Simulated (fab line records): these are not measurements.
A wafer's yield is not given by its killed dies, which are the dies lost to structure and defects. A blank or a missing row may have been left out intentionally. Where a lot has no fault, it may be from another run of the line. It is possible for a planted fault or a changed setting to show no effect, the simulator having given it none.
fab line records || flow sky130 || part 2 of 2: steps 29 to 37 of 37
[record] {"lots": 5, "wafers": 15, "last_day": 50}
route steps=708 shown METAL2@502 VIA2@507 METAL3@532 CAPM@537
lots that met no fault: from a run of the same line without faults
start_h: hours from the record's opening day to when the first of the lot's shown wafers began || wait_h: time in hours since the lot's previous step || " identical to the entry in the row above || L1.1+2: a row that stands for several wafers || - no value, or no start given || * or withheld: withheld || < > ~ a bound
route shown NAME@n: NAME is a module with steps in the file, n the number in the route of the first one || usual: mean and standard deviation over wafers with no fault || same: alike in all rows || chamber/n: place in a boat || sites: per-site readings || _std_site: the values' standard deviation || _edge_site: mean of outer sites minus mean of inner sites || radius_mm: for every site, how far away it sits from the centre of the wafer || mask NAME#n: copy n || behind: the last tool/chamber to shape the wafer || hold: why the lot was held/for how many hours/how that ended || device: transistor that didn't switch, given as n, p or np || end of line: the tests these same wafers got at the end of their route || for a step that has no rows: nothing shown but its recipe || killed: dies that structure and defects cost at the first sort, which is not the same as the wafer's yield || map: a wafer's dies, marking killed ones x, the rest . and places with no die _
set.NAME: setting as actually run; set.NAME@STEP: the setting as run at that earlier step || model.NAME: the simulator's own value behind a step, which no gauge read
lots seen at some steps along the route; tables by step, rows by wafer
services: from which hour (start_h, from the record's first day; less than 0 if before it) a tool's chamber was out of use, for how many hours, and why
[[steps]]
[step SKY_VIA2_THK_MEAS_23]
[recipe] {"thk_meas_gauge": "xrf", "reads": "W_of_VIA2_CVD_21"}
[usual] {"VIA2_W_THK": "436/6.3"}
{"lot.wafer": "L077.4", "tool": "film_metro-04", "chamber": "-", "start_h": 872.00, "wait_h": 0.1, "VIA2_W_THK[nm]": 433}
{"lot.wafer": "L077.5", "tool": "film_metro-04", "chamber": "-", "start_h": 872.00, "wait_h": 0.1, "VIA2_W_THK[nm]": 428}
{"lot.wafer": "L077.6", "tool": "film_metro-04", "chamber": "-", "start_h": 872.00, "wait_h": 0.1, "VIA2_W_THK[nm]": 434}
{"lot.wafer": "L079.1", "tool": "film_metro-01", "chamber": "-", "start_h": 886.43, "wait_h": 0.1, "VIA2_W_THK[nm]": 443}
{"lot.wafer": "L079.2", "tool": "film_metro-01", "chamber": "-", "start_h": 886.43, "wait_h": 0.1, "VIA2_W_THK[nm]": 430}
{"lot.wafer": "L079.6", "tool": "film_metro-01", "chamber": "-", "start_h": 886.43, "wait_h": 0.1, "VIA2_W_THK[nm]": 432}
{"lot.wafer": "L081.1", "tool": "film_metro-04", "chamber": "-", "start_h": 904.34, "wait_h": 0.1, "VIA2_W_THK[nm]": 433}
{"lot.wafer": "L081.2", "tool": "film_metro-04", "chamber": "-", "start_h": 904.34, "wait_h": 0.1, "VIA2_W_THK[nm]": 425}
{"lot.wafer": "L081.5", "tool": "film_metro-04", "chamber": "-", "start_h": 904.34, "wait_h": 0.1, "VIA2_W_THK[nm]": 426}
{"lot.wafer": "L094.1", "tool": "film_metro-04", "chamber": "-", "start_h": 992.97, "wait_h": 0.1, "VIA2_W_THK[nm]": 430}
{"lot.wafer": "L094.3", "tool": "film_metro-04", "chamber": "-", "start_h": 992.97, "wait_h": 0.1, "VIA2_W_THK[nm]": 428}
{"lot.wafer": "L094.6", "tool": "film_metro-04", "chamber": "-", "start_h": 992.97, "wait_h": 0.1, "VIA2_W_THK[nm]": 432}
{"lot.wafer": "L097.2", "tool": "film_metro-01", "chamber": "-", "start_h": 1010.10, "wait_h": 0.1, "VIA2_W_THK[nm]": 446}
{"lot.wafer": "L097.3", "tool": "film_metro-01", "chamber": "-", "start_h": 1010.10, "wait_h": 0.1, "VIA2_W_THK[nm]": 446}
{"lot.wafer": "L097.6", "tool": "film_metro-01", "chamber": "-", "start_h": 1010.10, "wait_h": 0.1, "VIA2_W_THK[nm]": 446}
[step SKY_VIA2_CMP_24]
[recipe] {"stop_on": "SiO2", "t_overpolish_s": 20, "down_force_psi": 3.5, "platen_rpm": 60, "target_thk_nm": 0, "pad_velocity_m_s": 0.94248}
[usual] {"motor_current_A": "11.0/0.51", "overpolish_run_s": "20.001/0.0093", "time_to_endpoint_s": "100/3.6"}
{"lot.wafer": "L077.4", "tool": "cmp-02", "chamber": 0, "start_h": 872.13, "wait_h": 0.1, "motor_current_A": 11.1, "overpolish_run_s": 19.997, "time_to_endpoint_s": 104}
{"lot.wafer": "L077.6", "tool": "cmp-02", "chamber": 2, "start_h": 872.13, "wait_h": 0.1, "motor_current_A": 10.3, "overpolish_run_s": 19.989, "time_to_endpoint_s": 104}
{"lot.wafer": "L077.5", "tool": "cmp-02", "chamber": 3, "start_h": 872.13, "wait_h": 0.1, "motor_current_A": 11.0, "overpolish_run_s": 19.982, "time_to_endpoint_s": 99}
{"lot.wafer": "L079.2", "tool": "cmp-01", "chamber": 0, "start_h": 886.59, "wait_h": 0.1, "motor_current_A": 10.9, "overpolish_run_s": 20.001, "time_to_endpoint_s": 100}
{"lot.wafer": "L079.1", "tool": "cmp-01", "chamber": 1, "start_h": 886.59, "wait_h": 0.1, "motor_current_A": 11.6, "overpolish_run_s": 20.016, "time_to_endpoint_s": 96}
{"lot.wafer": "L079.6", "tool": "cmp-01", "chamber": 3, "start_h": 886.59, "wait_h": 0.1, "motor_current_A": 11.2, "overpolish_run_s": 19.976, "time_to_endpoint_s": 100}
{"lot.wafer": "L081.2", "tool": "cmp-02", "chamber": 3, "start_h": 904.50, "wait_h": 0.1, "motor_current_A": 10.8, "overpolish_run_s": 19.995, "time_to_endpoint_s": 101}
{"lot.wafer": "L081.1", "tool": "cmp-02", "chamber": 0, "start_h": 904.50, "wait_h": 0.1, "motor_current_A": 10.4, "overpolish_run_s": 20.002, "time_to_endpoint_s": 103}
{"lot.wafer": "L081.5", "tool": "cmp-02", "chamber": 2, "start_h": 904.50, "wait_h": 0.1, "motor_current_A": 10.4, "overpolish_run_s": 19.999, "time_to_endpoint_s": 100}
{"lot.wafer": "L094.1", "tool": "cmp-01", "chamber": 0, "start_h": 993.08, "wait_h": 0.1, "motor_current_A": 11.2, "overpolish_run_s": 20.004, "time_to_endpoint_s": 96}
{"lot.wafer": "L094.3", "tool": "cmp-01", "chamber": 2, "start_h": 993.08, "wait_h": 0.1, "motor_current_A": 10.7, "overpolish_run_s": 20.019, "time_to_endpoint_s": 97}
{"lot.wafer": "L094.6", "tool": "cmp-01", "chamber": 3, "start_h": 993.08, "wait_h": 0.1, "motor_current_A": 11.8, "overpolish_run_s": 19.997, "time_to_endpoint_s": 97}
{"lot.wafer": "L097.2", "tool": "cmp-01", "chamber": 2, "start_h": 1010.25, "wait_h": 0.1, "motor_current_A": 10.9, "overpolish_run_s": 20.007, "time_to_endpoint_s": 98}
{"lot.wafer": "L097.3", "tool": "cmp-01", "chamber": 3, "start_h": 1010.25, "wait_h": 0.1, "motor_current_A": 11.9, "overpolish_run_s": 20.005, "time_to_endpoint_s": 99}
{"lot.wafer": "L097.6", "tool": "cmp-01", "chamber": 0, "start_h": 1010.25, "wait_h": 0.1, "motor_current_A": 11.3, "overpolish_run_s": 19.997, "time_to_endpoint_s": 95}
[step SKY_METAL3_SPUTTER_00]
[recipe] {"material": "Ti", "target_thk_nm": 15, "power_w": 3000, "time_s": 10, "chamber_pressure_pa": 0.4}
[usual] {"cathode_dc_power_W": "3000.0/0.55", "throttle_valve_pct": "30.3/1.3"}
{"lot.wafer": "L077.4", "tool": "pvd_sputter-01", "chamber": "-", "start_h": 872.33, "wait_h": 0.1, "cathode_dc_power_W": 3000.9, "throttle_valve_pct": 28.6}
{"lot.wafer": "L077.5", "tool": "pvd_sputter-01", "chamber": "-", "start_h": 872.33, "wait_h": 0.1, "cathode_dc_power_W": 3000.2, "throttle_valve_pct": 29.2}
{"lot.wafer": "L077.6", "tool": "pvd_sputter-01", "chamber": "-", "start_h": 872.33, "wait_h": 0.1, "cathode_dc_power_W": 3000.1, "throttle_valve_pct": 29.0}
{"lot.wafer": "L079.1", "tool": "pvd_sputter-03", "chamber": "-", "start_h": 886.79, "wait_h": 0.1, "cathode_dc_power_W": 3000.5, "throttle_valve_pct": 28.9}
{"lot.wafer": "L079.2", "tool": "pvd_sputter-03", "chamber": "-", "start_h": 886.79, "wait_h": 0.1, "cathode_dc_power_W": 2999.2, "throttle_valve_pct": 31.2}
{"lot.wafer": "L079.6", "tool": "pvd_sputter-03", "chamber": "-", "start_h": 886.79, "wait_h": 0.1, "cathode_dc_power_W": 3000.4, "throttle_valve_pct": 30.9}
{"lot.wafer": "L081.1", "tool": "pvd_sputter-04", "chamber": "-", "start_h": 904.70, "wait_h": 0.1, "cathode_dc_power_W": 3001.2, "throttle_valve_pct": 32.3}
{"lot.wafer": "L081.2", "tool": "pvd_sputter-04", "chamber": "-", "start_h": 904.70, "wait_h": 0.1, "cathode_dc_power_W": 3000.0, "throttle_valve_pct": 30.0}
{"lot.wafer": "L081.5", "tool": "pvd_sputter-04", "chamber": "-", "start_h": 904.70, "wait_h": 0.1, "cathode_dc_power_W": 3000.0, "throttle_valve_pct": 31.1}
{"lot.wafer": "L094.1", "tool": "pvd_sputter-01", "chamber": "-", "start_h": 993.33, "wait_h": 0.2, "cathode_dc_power_W": 2999.0, "throttle_valve_pct": 28.8}
{"lot.wafer": "L094.3", "tool": "pvd_sputter-01", "chamber": "-", "start_h": 993.33, "wait_h": 0.2, "cathode_dc_power_W": 3000.0, "throttle_valve_pct": 28.8}
{"lot.wafer": "L094.6", "tool": "pvd_sputter-01", "chamber": "-", "start_h": 993.33, "wait_h": 0.2, "cathode_dc_power_W": 2999.5, "throttle_valve_pct": 31.7}
{"lot.wafer": "L097.2", "tool": "pvd_sputter-04", "chamber": "-", "start_h": 1010.45, "wait_h": 0.1, "cathode_dc_power_W": 2999.9, "throttle_valve_pct": 30.3}
{"lot.wafer": "L097.3", "tool": "pvd_sputter-04", "chamber": "-", "start_h": 1010.45, "wait_h": 0.1, "cathode_dc_power_W": 3000.8, "throttle_valve_pct": 31.4}
{"lot.wafer": "L097.6", "tool": "pvd_sputter-04", "chamber": "-", "start_h": 1010.45, "wait_h": 0.1, "cathode_dc_power_W": 2999.9, "throttle_valve_pct": 30.8}
[step SKY_METAL3_SPUTTER_01]
[recipe] {"material": "TiN", "target_thk_nm": 20, "power_w": 6500, "time_s": 16.7, "chamber_pressure_pa": 0.4}
[usual] {"cathode_dc_power_W": "6500.0/1.2", "throttle_valve_pct": "30.3/1.3"}
{"lot.wafer": "L077.4", "tool": "pvd_sputter-01", "chamber": "-", "start_h": 872.35, "wait_h": 0.0, "cathode_dc_power_W": 6500.0, "throttle_valve_pct": 29.0}
{"lot.wafer": "L077.5", "tool": "pvd_sputter-01", "chamber": "-", "start_h": 872.35, "wait_h": 0.0, "cathode_dc_power_W": 6501.4, "throttle_valve_pct": 29.7}
{"lot.wafer": "L077.6", "tool": "pvd_sputter-01", "chamber": "-", "start_h": 872.35, "wait_h": 0.0, "cathode_dc_power_W": 6498.6, "throttle_valve_pct": 28.9}
{"lot.wafer": "L079.1", "tool": "pvd_sputter-03", "chamber": "-", "start_h": 886.81, "wait_h": 0.0, "cathode_dc_power_W": 6499.0, "throttle_valve_pct": 28.8}
{"lot.wafer": "L079.2", "tool": "pvd_sputter-03", "chamber": "-", "start_h": 886.81, "wait_h": 0.0, "cathode_dc_power_W": 6500.3, "throttle_valve_pct": 30.9}
{"lot.wafer": "L079.6", "tool": "pvd_sputter-03", "chamber": "-", "start_h": 886.81, "wait_h": 0.0, "cathode_dc_power_W": 6499.7, "throttle_valve_pct": 30.8}
{"lot.wafer": "L081.1", "tool": "pvd_sputter-04", "chamber": "-", "start_h": 904.72, "wait_h": 0.0, "cathode_dc_power_W": 6500.0, "throttle_valve_pct": 32.6}
{"lot.wafer": "L081.2", "tool": "pvd_sputter-04", "chamber": "-", "start_h": 904.72, "wait_h": 0.0, "cathode_dc_power_W": 6500.5, "throttle_valve_pct": 29.8}
{"lot.wafer": "L081.5", "tool": "pvd_sputter-04", "chamber": "-", "start_h": 904.72, "wait_h": 0.0, "cathode_dc_power_W": 6500.1, "throttle_valve_pct": 31.0}
{"lot.wafer": "L094.1", "tool": "pvd_sputter-01", "chamber": "-", "start_h": 993.35, "wait_h": 0.0, "cathode_dc_power_W": 6501.2, "throttle_valve_pct": 29.1}
{"lot.wafer": "L094.3", "tool": "pvd_sputter-01", "chamber": "-", "start_h": 993.35, "wait_h": 0.0, "cathode_dc_power_W": 6502.2, "throttle_valve_pct": 28.6}
{"lot.wafer": "L094.6", "tool": "pvd_sputter-01", "chamber": "-", "start_h": 993.35, "wait_h": 0.0, "cathode_dc_power_W": 6501.2, "throttle_valve_pct": 31.5}
{"lot.wafer": "L097.2", "tool": "pvd_sputter-04", "chamber": "-", "start_h": 1010.47, "wait_h": 0.0, "cathode_dc_power_W": 6501.8, "throttle_valve_pct": 30.1}
{"lot.wafer": "L097.3", "tool": "pvd_sputter-04", "chamber": "-", "start_h": 1010.47, "wait_h": 0.0, "cathode_dc_power_W": 6498.8, "throttle_valve_pct": 31.0}
{"lot.wafer": "L097.6", "tool": "pvd_sputter-04", "chamber": "-", "start_h": 1010.47, "wait_h": 0.0, "cathode_dc_power_W": 6498.9, "throttle_valve_pct": 31.1}
[step SKY_METAL3_SPUTTER_02]
[recipe] {"material": "AlCu", "target_thk_nm": 735, "power_w": 10600, "time_s": 39.1, "chamber_pressure_pa": 0.4}
[usual] {"cathode_dc_power_W": "10600/2", "throttle_valve_pct": "30.3/1.2"}
{"lot.wafer": "L077.4", "tool": "pvd_sputter-01", "chamber": "-", "start_h": 872.38, "wait_h": 0.0, "cathode_dc_power_W": 10601, "throttle_valve_pct": 28.7}
{"lot.wafer": "L077.5", "tool": "pvd_sputter-01", "chamber": "-", "start_h": 872.38, "wait_h": 0.0, "cathode_dc_power_W": 10602, "throttle_valve_pct": 29.8}
{"lot.wafer": "L077.6", "tool": "pvd_sputter-01", "chamber": "-", "start_h": 872.38, "wait_h": 0.0, "cathode_dc_power_W": 10596, "throttle_valve_pct": 29.4}
{"lot.wafer": "L079.1", "tool": "pvd_sputter-03", "chamber": "-", "start_h": 886.84, "wait_h": 0.0, "cathode_dc_power_W": 10597, "throttle_valve_pct": 29.1}
{"lot.wafer": "L079.2", "tool": "pvd_sputter-03", "chamber": "-", "start_h": 886.84, "wait_h": 0.0, "cathode_dc_power_W": 10600, "throttle_valve_pct": 31.0}
{"lot.wafer": "L079.6", "tool": "pvd_sputter-03", "chamber": "-", "start_h": 886.84, "wait_h": 0.0, "cathode_dc_power_W": 10601, "throttle_valve_pct": 31.2}
{"lot.wafer": "L081.1", "tool": "pvd_sputter-04", "chamber": "-", "start_h": 904.74, "wait_h": 0.0, "cathode_dc_power_W": 10600, "throttle_valve_pct": 32.3}
{"lot.wafer": "L081.2", "tool": "pvd_sputter-04", "chamber": "-", "start_h": 904.74, "wait_h": 0.0, "cathode_dc_power_W": 10601, "throttle_valve_pct": 30.0}
{"lot.wafer": "L081.5", "tool": "pvd_sputter-04", "chamber": "-", "start_h": 904.74, "wait_h": 0.0, "cathode_dc_power_W": 10601, "throttle_valve_pct": 30.9}
{"lot.wafer": "L094.1", "tool": "pvd_sputter-01", "chamber": "-", "start_h": 993.37, "wait_h": 0.0, "cathode_dc_power_W": 10600, "throttle_valve_pct": 28.9}
{"lot.wafer": "L094.3", "tool": "pvd_sputter-01", "chamber": "-", "start_h": 993.37, "wait_h": 0.0, "cathode_dc_power_W": 10599, "throttle_valve_pct": 29.1}
{"lot.wafer": "L094.6", "tool": "pvd_sputter-01", "chamber": "-", "start_h": 993.37, "wait_h": 0.0, "cathode_dc_power_W": 10601, "throttle_valve_pct": 31.5}
{"lot.wafer": "L097.2", "tool": "pvd_sputter-04", "chamber": "-", "start_h": 1010.50, "wait_h": 0.0, "cathode_dc_power_W": 10601, "throttle_valve_pct": 30.1}
{"lot.wafer": "L097.3", "tool": "pvd_sputter-04", "chamber": "-", "start_h": 1010.50, "wait_h": 0.0, "cathode_dc_power_W": 10598, "throttle_valve_pct": 31.3}
{"lot.wafer": "L097.6", "tool": "pvd_sputter-04", "chamber": "-", "start_h": 1010.50, "wait_h": 0.0, "cathode_dc_power_W": 10604, "throttle_valve_pct": 30.7}
[step SKY_METAL3_SPUTTER_03]
[recipe] {"material": "Ti", "target_thk_nm": 5, "power_w": 3000, "time_s": 3.3, "chamber_pressure_pa": 0.4}
[usual] {"cathode_dc_power_W": "3000.1/0.57", "throttle_valve_pct": "30.3/1.3"}
{"lot.wafer": "L077.4", "tool": "pvd_sputter-01", "chamber": "-", "start_h": 872.42, "wait_h": 0.0, "cathode_dc_power_W": 2999.1, "throttle_valve_pct": 28.8}
{"lot.wafer": "L077.5", "tool": "pvd_sputter-01", "chamber": "-", "start_h": 872.42, "wait_h": 0.0, "cathode_dc_power_W": 3001.4, "throttle_valve_pct": 29.5}
{"lot.wafer": "L077.6", "tool": "pvd_sputter-01", "chamber": "-", "start_h": 872.42, "wait_h": 0.0, "cathode_dc_power_W": 2999.7, "throttle_valve_pct": 28.8}
{"lot.wafer": "L079.1", "tool": "pvd_sputter-03", "chamber": "-", "start_h": 886.88, "wait_h": 0.0, "cathode_dc_power_W": 2999.5, "throttle_valve_pct": 28.7}
{"lot.wafer": "L079.2", "tool": "pvd_sputter-03", "chamber": "-", "start_h": 886.88, "wait_h": 0.0, "cathode_dc_power_W": 3000.2, "throttle_valve_pct": 31.1}
{"lot.wafer": "L079.6", "tool": "pvd_sputter-03", "chamber": "-", "start_h": 886.88, "wait_h": 0.0, "cathode_dc_power_W": 2999.5, "throttle_valve_pct": 31.0}
{"lot.wafer": "L081.1", "tool": "pvd_sputter-04", "chamber": "-", "start_h": 904.78, "wait_h": 0.0, "cathode_dc_power_W": 3000.2, "throttle_valve_pct": 32.2}
{"lot.wafer": "L081.2", "tool": "pvd_sputter-04", "chamber": "-", "start_h": 904.78, "wait_h": 0.0, "cathode_dc_power_W": 2999.4, "throttle_valve_pct": 30.1}
{"lot.wafer": "L081.5", "tool": "pvd_sputter-04", "chamber": "-", "start_h": 904.78, "wait_h": 0.0, "cathode_dc_power_W": 3000.3, "throttle_valve_pct": 30.7}
{"lot.wafer": "L094.1", "tool": "pvd_sputter-01", "chamber": "-", "start_h": 993.41, "wait_h": 0.0, "cathode_dc_power_W": 2999.8, "throttle_valve_pct": 28.9}
{"lot.wafer": "L094.3", "tool": "pvd_sputter-01", "chamber": "-", "start_h": 993.41, "wait_h": 0.0, "cathode_dc_power_W": 3000.3, "throttle_valve_pct": 28.6}
{"lot.wafer": "L094.6", "tool": "pvd_sputter-01", "chamber": "-", "start_h": 993.41, "wait_h": 0.0, "cathode_dc_power_W": 3000.1, "throttle_valve_pct": 31.5}
{"lot.wafer": "L097.2", "tool": "pvd_sputter-04", "chamber": "-", "start_h": 1010.53, "wait_h": 0.0, "cathode_dc_power_W": 2999.8, "throttle_valve_pct": 29.7}
{"lot.wafer": "L097.3", "tool": "pvd_sputter-04", "chamber": "-", "start_h": 1010.53, "wait_h": 0.0, "cathode_dc_power_W": 3000.1, "throttle_valve_pct": 31.3}
{"lot.wafer": "L097.6", "tool": "pvd_sputter-04", "chamber": "-", "start_h": 1010.53, "wait_h": 0.0, "cathode_dc_power_W": 3000.4, "throttle_valve_pct": 30.8}
[step SKY_METAL3_SPUTTER_04]
[recipe] {"material": "TiN", "target_thk_nm": 70, "power_w": 6500, "time_s": 58.3, "chamber_pressure_pa": 0.4}
[usual] {"cathode_dc_power_W": "6500.1/1.1", "throttle_valve_pct": "30.3/1.3"}
{"lot.wafer": "L077.4", "tool": "pvd_sputter-01", "chamber": "-", "start_h": 872.44, "wait_h": 0.0, "cathode_dc_power_W": 6499.9, "throttle_valve_pct": 28.4}
{"lot.wafer": "L077.5", "tool": "pvd_sputter-01", "chamber": "-", "start_h": 872.44, "wait_h": 0.0, "cathode_dc_power_W": 6499.4, "throttle_valve_pct": 29.6}
{"lot.wafer": "L077.6", "tool": "pvd_sputter-01", "chamber": "-", "start_h": 872.44, "wait_h": 0.0, "cathode_dc_power_W": 6502.1, "throttle_valve_pct": 28.9}
{"lot.wafer": "L079.1", "tool": "pvd_sputter-03", "chamber": "-", "start_h": 886.90, "wait_h": 0.0, "cathode_dc_power_W": 6500.5, "throttle_valve_pct": 28.8}
{"lot.wafer": "L079.2", "tool": "pvd_sputter-03", "chamber": "-", "start_h": 886.90, "wait_h": 0.0, "cathode_dc_power_W": 6501.4, "throttle_valve_pct": 31.0}
{"lot.wafer": "L079.6", "tool": "pvd_sputter-03", "chamber": "-", "start_h": 886.90, "wait_h": 0.0, "cathode_dc_power_W": 6501.2, "throttle_valve_pct": 31.2}
{"lot.wafer": "L081.1", "tool": "pvd_sputter-04", "chamber": "-", "start_h": 904.80, "wait_h": 0.0, "cathode_dc_power_W": 6499.8, "throttle_valve_pct": 32.3}
{"lot.wafer": "L081.2", "tool": "pvd_sputter-04", "chamber": "-", "start_h": 904.80, "wait_h": 0.0, "cathode_dc_power_W": 6499.7, "throttle_valve_pct": 30.1}
{"lot.wafer": "L081.5", "tool": "pvd_sputter-04", "chamber": "-", "start_h": 904.80, "wait_h": 0.0, "cathode_dc_power_W": 6500.8, "throttle_valve_pct": 30.8}
{"lot.wafer": "L094.1", "tool": "pvd_sputter-01", "chamber": "-", "start_h": 993.43, "wait_h": 0.0, "cathode_dc_power_W": 6500.2, "throttle_valve_pct": 28.8}
{"lot.wafer": "L094.3", "tool": "pvd_sputter-01", "chamber": "-", "start_h": 993.43, "wait_h": 0.0, "cathode_dc_power_W": 6499.6, "throttle_valve_pct": 28.6}
{"lot.wafer": "L094.6", "tool": "pvd_sputter-01", "chamber": "-", "start_h": 993.43, "wait_h": 0.0, "cathode_dc_power_W": 6500.1, "throttle_valve_pct": 31.4}
{"lot.wafer": "L097.2", "tool": "pvd_sputter-04", "chamber": "-", "start_h": 1010.55, "wait_h": 0.0, "cathode_dc_power_W": 6501.2, "throttle_valve_pct": 30.2}
{"lot.wafer": "L097.3", "tool": "pvd_sputter-04", "chamber": "-", "start_h": 1010.55, "wait_h": 0.0, "cathode_dc_power_W": 6500.2, "throttle_valve_pct": 31.5}
{"lot.wafer": "L097.6", "tool": "pvd_sputter-04", "chamber": "-", "start_h": 1010.55, "wait_h": 0.0, "cathode_dc_power_W": 6499.9, "throttle_valve_pct": 30.7}
[step SKY_CAPM_CVD_00]
[recipe] {"material": "SiO2", "target_thk_nm": 15.5, "temp_c": 400, "time_s": "withheld", "rf_w": 457.8}
[usual] {"heater_power_w": "732/90"}
{"lot.wafer": "L077.4", "tool": "pecvd-04", "chamber": 1, "start_h": 872.50, "wait_h": 0.0, "heater_power_w": 827}
{"lot.wafer": "L077.5", "tool": "pecvd-04", "chamber": 0, "start_h": 872.50, "wait_h": 0.0, "heater_power_w": 834}
{"lot.wafer": "L077.6", "tool": "pecvd-04", "chamber": 2, "start_h": 872.50, "wait_h": 0.0, "heater_power_w": 680}
{"lot.wafer": "L079.1", "tool": "pecvd-04", "chamber": 2, "start_h": 886.95, "wait_h": 0.0, "heater_power_w": 709}
{"lot.wafer": "L079.2", "tool": "pecvd-04", "chamber": 1, "start_h": 886.95, "wait_h": 0.0, "heater_power_w": 876}
{"lot.wafer": "L079.6", "tool": "pecvd-04", "chamber": 0, "start_h": 886.95, "wait_h": 0.0, "heater_power_w": 806}
{"lot.wafer": "L081.1", "tool": "pecvd-03", "chamber": 0, "start_h": 904.85, "wait_h": 0.0, "heater_power_w": 655}
{"lot.wafer": "L081.2", "tool": "pecvd-03", "chamber": 2, "start_h": 904.85, "wait_h": 0.0, "heater_power_w": 725}
{"lot.wafer": "L081.5", "tool": "pecvd-03", "chamber": 2, "start_h": 904.85, "wait_h": 0.0, "heater_power_w": 728}
{"lot.wafer": "L094.1", "tool": "pecvd-04", "chamber": 2, "start_h": 993.48, "wait_h": 0.0, "heater_power_w": 658}
{"lot.wafer": "L094.3", "tool": "pecvd-04", "chamber": 0, "start_h": 993.48, "wait_h": 0.0, "heater_power_w": 858}
{"lot.wafer": "L094.6", "tool": "pecvd-04", "chamber": 1, "start_h": 993.48, "wait_h": 0.0, "heater_power_w": 777}
{"lot.wafer": "L097.2", "tool": "pecvd-03", "chamber": 2, "start_h": 1010.60, "wait_h": 0.0, "heater_power_w": 831}
{"lot.wafer": "L097.3", "tool": "pecvd-03", "chamber": 0, "start_h": 1010.60, "wait_h": 0.0, "heater_power_w": 631}
{"lot.wafer": "L097.6", "tool": "pecvd-03", "chamber": 2, "start_h": 1010.60, "wait_h": 0.0, "heater_power_w": 851}
[step SKY_CAPM_THK_MEAS_01]
[recipe] {"reads": "SiO2_of_CAPM_CVD_00"}
[usual] {"CAPM_CVD_00_THK": "15.61/0.22"}
{"lot.wafer": "L077.4", "tool": "film_metro-01", "chamber": "-", "start_h": 872.54, "wait_h": "-", "CAPM_CVD_00_THK[nm]": 15.77}
{"lot.wafer": "L077.5", "tool": "film_metro-01", "chamber": "-", "start_h": 872.54, "wait_h": "-", "CAPM_CVD_00_THK[nm]": 15.57}
{"lot.wafer": "L077.6", "tool": "film_metro-01", "chamber": "-", "start_h": 872.54, "wait_h": "-", "CAPM_CVD_00_THK[nm]": 15.81}
{"lot.wafer": "L079.1", "tool": "film_metro-01", "chamber": "-", "start_h": 886.97, "wait_h": "-", "CAPM_CVD_00_THK[nm]": 15.56}
{"lot.wafer": "L079.2", "tool": "film_metro-01", "chamber": "-", "start_h": 886.97, "wait_h": "-", "CAPM_CVD_00_THK[nm]": 15.33}
{"lot.wafer": "L079.6", "tool": "film_metro-01", "chamber": "-", "start_h": 886.97, "wait_h": "-", "CAPM_CVD_00_THK[nm]": 15.77}
{"lot.wafer": "L081.1", "tool": "film_metro-03", "chamber": "-", "start_h": 904.88, "wait_h": "-", "CAPM_CVD_00_THK[nm]": 15.45}
{"lot.wafer": "L081.2", "tool": "film_metro-03", "chamber": "-", "start_h": 904.88, "wait_h": "-", "CAPM_CVD_00_THK[nm]": 15.39}
{"lot.wafer": "L081.5", "tool": "film_metro-03", "chamber": "-", "start_h": 904.88, "wait_h": "-", "CAPM_CVD_00_THK[nm]": 15.88}
{"lot.wafer": "L094.1", "tool": "film_metro-03", "chamber": "-", "start_h": 993.50, "wait_h": "-", "CAPM_CVD_00_THK[nm]": 15.45}
{"lot.wafer": "L094.3", "tool": "film_metro-03", "chamber": "-", "start_h": 993.50, "wait_h": "-", "CAPM_CVD_00_THK[nm]": 15.58}
{"lot.wafer": "L094.6", "tool": "film_metro-03", "chamber": "-", "start_h": 993.50, "wait_h": "-", "CAPM_CVD_00_THK[nm]": 15.78}
{"lot.wafer": "L097.2", "tool": "film_metro-04", "chamber": "-", "start_h": 1010.63, "wait_h": "-", "CAPM_CVD_00_THK[nm]": 15.85}
{"lot.wafer": "L097.3", "tool": "film_metro-04", "chamber": "-", "start_h": 1010.63, "wait_h": "-", "CAPM_CVD_00_THK[nm]": 15.62}
{"lot.wafer": "L097.6", "tool": "film_metro-04", "chamber": "-", "start_h": 1010.63, "wait_h": "-", "CAPM_CVD_00_THK[nm]": 15.94}
[[services]]
{"tool": "pvd_sputter-04", "chamber": "-", "start_h": 820.84, "hours": 3.4, "kind": "repair"}
{"tool": "rie_diel-03", "chamber": "-", "start_h": 823.91, "hours": 0.7, "kind": "repair"}
{"tool": "pvd_sputter-03", "chamber": "-", "start_h": 825.43, "hours": 1.4, "kind": "repair"}
{"tool": "hdpcvd-02", "chamber": "-", "start_h": 836.44, "hours": 6.0, "kind": "pm"}
{"tool": "rie_diel-03", "chamber": "-", "start_h": 840.59, "hours": 1.0, "kind": "repair"}
{"tool": "cmp-01", "chamber": "-", "start_h": 859.46, "hours": 7.1, "kind": "pm"}
{"tool": "pvd_sputter-03", "chamber": "-", "start_h": 861.83, "hours": 2.8, "kind": "repair"}
{"tool": "cmp-01", "chamber": "-", "start_h": 875.06, "hours": 2.2, "kind": "repair"}
{"tool": "cmp-01", "chamber": "-", "start_h": 887.08, "hours": 1.1, "kind": "repair"}
{"tool": "wet_bench-01", "chamber": "-", "start_h": 894.17, "hours": 8.8, "kind": "repair"}
{"tool": "wet_bench-04", "chamber": "-", "start_h": 897.80, "hours": 1.5, "kind": "repair"}
{"tool": "cmp-01", "chamber": "-", "start_h": 911.38, "hours": 8.2, "kind": "repair"}
{"tool": "plasma_asher-03", "chamber": "-", "start_h": 914.57, "hours": 0.8, "kind": "repair"}
{"tool": "cmp-01", "chamber": "-", "start_h": 919.58, "hours": 4.0, "kind": "pm"}
{"tool": "pvd_sputter-03", "chamber": "-", "start_h": 926.16, "hours": 2.8, "kind": "repair"}
{"tool": "plasma_asher-03", "chamber": "-", "start_h": 935.23, "hours": 17.4, "kind": "pm"}
{"tool": "cmp-01", "chamber": "-", "start_h": 945.36, "hours": 1.8, "kind": "repair"}
{"tool": "wet_bench-03", "chamber": "-", "start_h": 959.93, "hours": 2.4, "kind": "repair"}
{"tool": "wet_bench-02", "chamber": "-", "start_h": 960.63, "hours": 5.6, "kind": "repair"}
{"tool": "pvd_sputter-01", "chamber": "-", "start_h": 964.64, "hours": 2.1, "kind": "repair"}
{"tool": "wet_bench-03", "chamber": "-", "start_h": 970.77, "hours": 6.0, "kind": "repair"}
{"tool": "plasma_asher-03", "chamber": "-", "start_h": 988.46, "hours": 0.7, "kind": "repair"}
{"tool": "cmp-01", "chamber": "-", "start_h": 994.02, "hours": 3.9, "kind": "repair"}
{"tool": "pvd_sputter-01", "chamber": "-", "start_h": 997.81, "hours": 0.7, "kind": "repair"}
